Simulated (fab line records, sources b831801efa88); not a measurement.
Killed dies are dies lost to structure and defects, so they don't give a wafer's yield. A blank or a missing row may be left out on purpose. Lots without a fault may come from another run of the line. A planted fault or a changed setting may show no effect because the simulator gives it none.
One fault seen from 2 desks | flow gf180mcu | each desk has only its own numbers; what lay behind them comes last

THE TOOL OWNER'S DESK: pvd_sputter-03
The tool's own readings at GF_TOP_METAL_SPUTTER_01 (material TiN, target thk 30 nm, time 25 s): means of the sampled wafers that have a number, for each lot that ran on this tool. A lot is out of limits, marked OUT, if its mean lies more than 4 standard deviations from the usual mean; the brackets give that distance.
Columns: A = throttle_valve_pct at GF_TOP_METAL_SPUTTER_01, usual 30.3 %
lot  | first seen here | A
L773 | day 30 17:55    | 30.9
L783 | day 33 09:23    | 30.7
L785 | day 33 14:17    | 30.7
This desk's finding: nothing out of limits on any of the 3 lots.

THE METROLOGY DESK
What the gauges read, lot by lot, whatever tool the lot ran on: means of the sampled wafers that have a number. A lot is out of limits, marked OUT, if its mean lies more than 4 standard deviations from the usual mean; the brackets give that distance.
Columns: A = V5_W_RS at GF_V5_RS_MEAS_24, usual 0.333 ohm/sq; B = V5_W_THK at GF_V5_THK_MEAS_25, usual 340 nm
lot  | first seen here | A     | B
L765 | day 28 09:46    | 0.331 | 341
L768 | day 29 04:58    | 0.334 | 337
L773 | day 30 17:20    | 0.328 | 346
L783 | day 33 08:50    | 0.338 | 333
L784 | day 33 09:09    | 0.328 | 344
L785 | day 33 13:44    | 0.342 | 331
This desk's finding: nothing out of limits on any of the 6 lots.

PUT TOGETHER
The tool owner's desk saw nothing out of limits.
The metrology desk saw nothing out of limits.

WHAT THE SIMULATOR HAD PUT IN
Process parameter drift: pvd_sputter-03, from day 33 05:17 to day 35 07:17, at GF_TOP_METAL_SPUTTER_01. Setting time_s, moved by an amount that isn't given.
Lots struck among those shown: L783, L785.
